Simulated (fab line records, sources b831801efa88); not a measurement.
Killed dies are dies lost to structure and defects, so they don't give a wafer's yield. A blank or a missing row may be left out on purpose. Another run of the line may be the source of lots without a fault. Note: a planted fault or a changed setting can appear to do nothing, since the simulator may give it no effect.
What tool caused it? -- flow sky130 -- 11 lots with 33 wafers sampled at 2 steps, on a route of 708 steps

== WHAT EACH GAUGE READ, for each wafer ==
SKY_LI_CONTACT_RS_MEAS_22: uses a four-point probe to measure.
lot,measured,on,LI_CONTACT_W_RS (ohm/sq)
L122,day 29 10:58,film-metro-01,0.2674 0.2718 0.2698
L123,day 29 14:26,film-metro-04,0.2690 0.2711 0.2671
L129,day 32 00:03,film-metro-01,0.2342 0.2327 0.2313
L130,day 32 11:52,film-metro-02,0.2351 0.2364 0.2343
L133,day 33 05:11,film-metro-01,0.2652 0.2674 0.2643
L138,day 34 13:23,film-metro-01,0.2630 0.2636 0.2647
L140,day 35 05:34,film-metro-01,0.2713 0.2736 0.2719
L141,day 35 12:44,film-metro-04,0.2674 0.2635 0.2672
L142,day 35 19:53,film-metro-04,0.2694 0.2718 0.2712
L143,day 36 00:19,film-metro-04,0.2690 0.2698 0.2699
L144,day 36 04:20,film-metro-04,0.2640 0.2655 0.2691

== EACH LOT AND THE TOOL THAT RAN IT (in order: tool; ch and the chambers of the sampled wafers; start) ==
lot,SKY_LI_CONTACT_CVD_21
L122,"cvd-w-02 ch 0,1, day 29 10:49"
L123,"cvd-w-01 ch 0,1, day 29 14:19"
L129,"cvd-w-02 ch 0,1, day 31 23:54"
L130,"cvd-w-02 ch 0,1, day 32 11:44"
L133,"cvd-w-01 ch 0,1, day 33 05:02"
L138,"cvd-w-01 ch 0, day 34 13:14"
L140,"cvd-w-01 ch 0,1, day 35 05:26"
L141,"cvd-w-02 ch 0,1, day 35 12:36"
L142,"cvd-w-02 ch 0,1, day 35 19:46"
L143,"cvd-w-02 ch 0,1, day 36 00:11"
L144,"cvd-w-02 ch 0,1, day 36 04:11"
- SKY_LI_CONTACT_CVD_21: deposits W, target thk 400 nm, time 120.56 s.

== THE ANSWER, worked out from the rows above alone ==
Rule: the usual values come from the lots themselves. Put in order of their means at a reading, lots are off if they are a third of the lots or fewer, leave a main group of 4 or more, and stand apart from it by a gap of 3 or more times the standard deviation of the main group's means; of several such gaps the widest counts. The tables above print the reading to a certain number of digits; a main group whose means all agree to those digits is not used. A lot without any number at a reading at which 4 lots or more have one is off too. Where the step has rows for the other lots, those lots are counted as sound.
Off: L129, L130, at SKY_LI_CONTACT_RS_MEAS_22 (LI_CONTACT_W_RS). Main group: mean 0.2681 ohm/sq, sd 0.0026.
If a tool, at a process step before that reading, ran all the lots that are off and no sound lot after the first of them, it fits. The gauges at SKY_LI_CONTACT_RS_MEAS_22 are tried like those tools. Of those tried, none fits.

== WHAT THE SIMULATOR PUT IN ==
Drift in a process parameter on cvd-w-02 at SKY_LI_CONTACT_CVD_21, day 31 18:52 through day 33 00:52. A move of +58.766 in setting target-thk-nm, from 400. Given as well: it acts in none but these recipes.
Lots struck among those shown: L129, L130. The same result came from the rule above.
